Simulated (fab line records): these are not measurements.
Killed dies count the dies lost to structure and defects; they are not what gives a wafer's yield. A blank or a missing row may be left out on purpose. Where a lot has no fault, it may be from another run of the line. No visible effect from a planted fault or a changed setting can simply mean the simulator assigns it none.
2 desks looking at one fault + flow sky130 + each desk has only its own numbers; what lay behind them comes last

TOOL OWNER'S DESK, lpcvd-03
The tool's own readings at SKY_SONOS_ONO_CVD_04 (deposits SiO2 from SiH4/N2O, target thk 5.7199 nm): means of the sampled wafers that have a number, for each lot that ran on this tool. If a lot's mean is further than 4 standard deviations from the usual mean, the lot is out of limits and carries the mark OUT (the distance appears in the brackets).
Columns: A = spike tc lower C at SKY_SONOS_ONO_CVD_04, usual 900.9 C; B = spike tc top C at SKY_SONOS_ONO_CVD_04, usual 911.9 C; C = zone power centre pct at SKY_SONOS_ONO_CVD_04, usual 18.6 %
| lot  | first seen here | A     | B     | C    |
|------|-----------------|-------|-------|------|
| L956 | day 12 02:56    | 900.3 | 911.1 | 17.8 |
| L957 | day 12 10:35    | 901.0 | 911.2 | 17.8 |
| L958 | day 12 18:43    | 901.7 | 910.2 | 17.8 |
| L959 | day 12 18:43    | 900.4 | 912.7 | 19.8 |
| L966 | day 15 10:09    | 899.9 | 911.3 | 17.9 |
| L967 | day 15 14:47    | 900.8 | 911.8 | 17.8 |
| L969 | day 16 07:20    | 900.9 | 913.1 | 19.7 |
| L970 | day 16 22:40    | 900.6 | 912.7 | 19.7 |
| L971 | day 17 02:35    | 901.1 | 913.8 | 19.5 |
| L973 | day 17 13:05    | 901.0 | 913.1 | 19.9 |
| L974 | day 17 23:59    | 901.3 | 913.3 | 19.8 |
| L976 | day 18 17:40    | 901.1 | 910.7 | 17.8 |
This desk's verdict: no lot among the 12 shows anything out of limits.

FROM THE METROLOGY DESK
Means of the sampled wafers that have a number, per lot and without regard to the tool the lot ran on: this is what the gauges read. If a lot's mean is further than 4 standard deviations from the usual mean, the lot is out of limits and carries the mark OUT (the distance appears in the brackets).
Columns: A = NWELL_OXIDATION_THK at SKY_NWELL_THK_MEAS_02, usual 9.88 nm; B = SONOS_ONO_CVD_04_THK at SKY_SONOS_ONO_THK_MEAS_05, usual 5.75 nm; C = SPACER_CVD_00_THK at SKY_SPACER_THK_MEAS_01, usual 43.2 nm
| lot  | first seen here | A     | B               | C    |
|------|-----------------|-------|-----------------|------|
| L956 | day 3 03:10     | 9.83  | 6.64 (+8.1) OUT | 43.0 |
| L957 | day 3 07:44     | 9.98  | 6.56 (+7.3) OUT | 43.8 |
| L958 | day 3 10:17     | 9.89  | 6.75 (+9.1) OUT | 43.4 |
| L959 | day 3 13:01     | 9.78  | 6.78 (+9.3) OUT | 43.2 |
| L966 | day 5 04:50     | 9.77  | 5.70            | 43.9 |
| L967 | day 5 09:13     | 9.69  | 5.63            | 43.0 |
| L969 | day 5 19:25     | 9.77  | 5.74            | 43.3 |
| L970 | day 6 02:16     | 9.66  | 5.83            | 43.0 |
| L971 | day 6 06:44     | 9.73  | 5.71            | 43.3 |
| L973 | day 6 15:30     | 10.10 | 5.72            | 43.2 |
| L974 | day 6 20:31     | 9.68  | 5.79            | 43.1 |
| L976 | day 7 09:49     | 9.83  | 5.86            | 42.9 |
This desk reports L956, L957, L958, L959 out of limits; the earliest was L956 at day 12 04:11 (SONOS_ONO_CVD_04_THK at SKY_SONOS_ONO_THK_MEAS_05). L966, L967, L969, L970, L971, L973, L974, L976 stayed within limits.

ALL TOGETHER
An alarm was possible from the metrology desk at day 12 04:11, on L956, L957, L958, L959.
The desk of the tool owner found nothing out of limits.
Tool owner's desk: L956, L957, L958, L959 on record, inside its limits.
Every lot named ran SKY_SONOS_ONO_CVD_04 on lpcvd-03.

WHAT HAD BEEN PUT IN BY THE SIMULATOR
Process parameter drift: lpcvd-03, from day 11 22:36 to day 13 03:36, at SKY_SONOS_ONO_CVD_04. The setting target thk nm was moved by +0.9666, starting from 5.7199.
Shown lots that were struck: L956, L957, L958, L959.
Per desk, hours elapsed from the start of the fault to the first reading out of limits: for the metrology desk, 6.
